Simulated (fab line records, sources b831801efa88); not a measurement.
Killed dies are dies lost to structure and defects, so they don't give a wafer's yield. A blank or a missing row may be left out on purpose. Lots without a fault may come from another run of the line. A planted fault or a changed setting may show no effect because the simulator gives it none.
Which tool did it? | flow sky130 | 10 lots, 30 wafers sampled, at 4 steps of a route of 708

WHAT THE GAUGES READ, wafer by wafer
SKY_METAL1_CD_MEAS_15: target cd 140 nm. Usual: cd_nm 139.6 nm, standard deviation 1.7.
lot  | measured     | on        | cd_nm (nm)        | flag
L694 | day 32 23:32 | cd_sem-02 | 139.3 140.4 140.1 |
L696 | day 33 06:28 | cd_sem-01 | 139.3 139.7 139.2 |
L701 | day 34 23:36 | cd_sem-02 | 140.4 139.6 141.5 |
L709 | day 37 09:27 | cd_sem-01 | 138.9 139.4 136.8 |
L711 | day 38 15:45 | cd_sem-01 | 135.8 137.0 138.0 |
L713 | day 38 16:40 | cd_sem-02 | 138.7 140.8 140.7 |
L714 | day 38 20:43 | cd_sem-01 | 137.7 136.8 137.4 |
L715 | day 39 08:09 | cd_sem-02 | 138.7 138.1 138.2 |

WHICH TOOL RAN EACH LOT (tool, then ch and the chambers of the sampled wafers, then the start)
lot  | SKY_CONTACT_ETCH_16                | SKY_CONTACT_ETCH_17                | SKY_CONTACT_ETCH_18
L694 | rie_diel-04 ch 0,1,2, day 31 19:00 | rie_diel-04 ch 0,1,2, day 31 19:03 | rie_diel-04 ch 0,1,2, day 32 23:32 or earlier
L696 | rie_diel-01 ch 0,1,3, day 32 01:56 | rie_diel-01 ch 0,1,3, day 32 01:58 | rie_diel-01 ch 0,1,3, day 33 06:28 or earlier
L701 | rie_diel-04 ch 1,2,3, day 33 19:32 | rie_diel-04 ch 1,2,3, day 33 19:34 | rie_diel-04 ch 1,2,3, day 34 23:36 or earlier
L703 | rie_diel-04 ch 1,2, day 34 14:59   | rie_diel-04 ch 1,2, day 34 15:02   | rie_diel-04 ch 1,2, day 48 01:28 or earlier
L705 | rie_diel-01 ch 2,3, day 34 21:38   | rie_diel-01 ch 2,3, day 34 21:40   | rie_diel-01 ch 2,3, day 48 05:21 or earlier
L709 | rie_diel-01 ch 0,3, day 36 06:02   | rie_diel-01 ch 0,3, day 36 06:04   | rie_diel-01 ch 0,3, day 37 09:27 or earlier
L711 | rie_diel-04 ch 0,1,2, day 37 12:45 | rie_diel-04 ch 0,1,2, day 37 12:48 | rie_diel-04 ch 0,1,2, day 38 15:45 or earlier
L713 | rie_diel-04 ch 1,3, day 37 14:00   | rie_diel-04 ch 1,3, day 37 14:03   | rie_diel-04 ch 1,3, day 38 16:40 or earlier
L714 | rie_diel-01 ch 0,1,2, day 37 17:48 | rie_diel-01 ch 0,1,2, day 37 17:51 | rie_diel-01 ch 0,1,2, day 38 20:43 or earlier
L715 | rie_diel-02 ch 0,1,3, day 38 06:17 | rie_diel-02 ch 0,1,3, day 38 06:19 | rie_diel-02 ch 0,1,3, day 39 08:09 or earlier
- SKY_CONTACT_ETCH_16: etches BARC in N2/H2, stops on SiO2, time 45.9 s, target depth 60 nm.
- SKY_CONTACT_ETCH_17: etches SiO2 in C4F8/O2/Ar, stops on Si3N4, target depth 340 nm.
- SKY_CONTACT_ETCH_18: etches Si3N4 in CHF3/O2, stops on TiN, time 39 s, target depth 75 nm.

WHAT THE TOOLS THEMSELVES READ (means of the sampled wafers that have a number; where no wafer has one, the mark that the record gives instead)
SKY_CONTACT_ETCH_16. Usual: bias_w 100.00 W, standard deviation 0.3; chamber_pressure_mTorr 29.999 mTorr, standard deviation 0.028; drypump_motor_current_A 5.6 A, standard deviation 0.37; oes_product_au 0.855 a.u., standard deviation 0.0047; throttle_valve_pct 13.225 %, standard deviation 0.0085.
lot  | tool        | bias_w (W) | chamber_pressure_mTorr (mTorr) | drypump_motor_current_A (A) | oes_product_au (a.u.) | throttle_valve_pct (%) | flag
L694 | rie_diel-04 | 99.90      | 29.975                         | 5.2                         | 0.854                 | 13.228                 |
L696 | rie_diel-01 | 99.93      | 30.015                         | 5.6                         | 0.853                 | 13.228                 |
L701 | rie_diel-04 | 99.95      | 30.004                         | 5.3                         | 0.855                 | 13.226                 |
L703 | rie_diel-04 | -          | -                              | -                           | -                     | -                      | OFF
L705 | rie_diel-01 | -          | -                              | -                           | -                     | -                      | OFF
L709 | rie_diel-01 | 100.11     | 30.004                         | 5.7                         | 0.855                 | 13.224                 |
L711 | rie_diel-04 | 99.85      | 29.971                         | 5.2                         | 0.855                 | 13.228                 |
L713 | rie_diel-04 | 100.32     | 29.996                         | 5.3                         | 0.850                 | 13.228                 |
L714 | rie_diel-01 | 100.02     | 30.007                         | 5.7                         | 0.859                 | 13.228                 |
L715 | rie_diel-02 | 100.01     | 29.983                         | 5.9                         | 0.854                 | 13.230                 |

SKY_CONTACT_ETCH_17. Usual: bias_w 1200 W, standard deviation 3.7; chamber_pressure_mTorr 40.00 mTorr, standard deviation 0.038; oes_product_au 0.893 a.u., standard deviation 0.0051.
lot  | tool        | bias_w (W) | chamber_pressure_mTorr (mTorr) | oes_product_au (a.u.) | flag
L694 | rie_diel-04 | 1199       | 40.00                          | 0.894                 |
L696 | rie_diel-01 | 1200       | 40.03                          | 0.893                 |
L701 | rie_diel-04 | 1201       | 40.04                          | 0.889                 |
L703 | rie_diel-04 | 1199       | 39.99                          | 0.377                 | OFF
L705 | rie_diel-01 | 1201       | 39.99                          | 0.372                 | OFF
L709 | rie_diel-01 | 1195       | 40.01                          | 0.890                 |
L711 | rie_diel-04 | 1203       | 40.02                          | 0.895                 |
L713 | rie_diel-04 | 1198       | 39.99                          | 0.894                 |
L714 | rie_diel-01 | 1198       | 39.96                          | 0.887                 |
L715 | rie_diel-02 | 1198       | 40.05                          | 0.888                 |

SKY_CONTACT_ETCH_18. Usual: O2_flow_sccm 4.999 sccm, standard deviation 0.015; bias_w 200.0 W, standard deviation 0.63; drypump_motor_current_A 5.6 A, standard deviation 0.37; oes_product_au 0.855 a.u., standard deviation 0.0076; throttle_valve_pct 8.793 %, standard deviation 0.0083.
lot  | tool        | O2_flow_sccm (sccm) | bias_w (W) | drypump_motor_current_A (A) | oes_product_au (a.u.) | throttle_valve_pct (%) | flag
L694 | rie_diel-04 | 5.016               | 199.9      | 5.2                         | 0.856                 | 8.791                  |
L696 | rie_diel-01 | 5.001               | 199.7      | 5.6                         | 0.853                 | 8.796                  |
L701 | rie_diel-04 | 5.003               | 200.5      | 5.2                         | 0.855                 | 8.792                  |
L703 | rie_diel-04 | 4.993               | 200.4      | 5.3                         | 0.377                 | 8.679                  | OFF
L705 | rie_diel-01 | 4.995               | 200.0      | 5.9                         | 0.376                 | 8.671                  | OFF
L709 | rie_diel-01 | 4.998               | 199.4      | 5.7                         | 0.858                 | 8.784                  |
L711 | rie_diel-04 | 5.016               | 200.1      | 5.2                         | 0.854                 | 8.791                  |
L713 | rie_diel-04 | 5.011               | 200.3      | 5.2                         | 0.862                 | 8.793                  |
L714 | rie_diel-01 | 4.993               | 199.9      | 5.7                         | 0.858                 | 8.788                  |
L715 | rie_diel-02 | 4.984               | 199.5      | 5.8                         | 0.846                 | 8.786                  |

THE ANSWER, worked out from the rows above alone
Rule: a lot is off if the mean of its wafers that have a number lies more than 3 standard deviations from the usual mean. A lot without any number at a reading at which 4 lots or more have one is off too. The other lots that the step has rows for count as sound. The gauges are gone through in route order, then the tools' own readings, and for those a lot's mean is taken as printed above. The first step at which some lot is off is used, and at that step the reading that is off furthest; a lot without a number counts as furthest.
Off: L703, L705, at SKY_CONTACT_ETCH_16 (bias_w). Without a number there: L703, L705.
A tool fits if, at that step or a process step before it, it ran every lot that is off, and no sound lot after the first of them. None of those tried fits.

WHAT THE SIMULATOR HAD PUT IN
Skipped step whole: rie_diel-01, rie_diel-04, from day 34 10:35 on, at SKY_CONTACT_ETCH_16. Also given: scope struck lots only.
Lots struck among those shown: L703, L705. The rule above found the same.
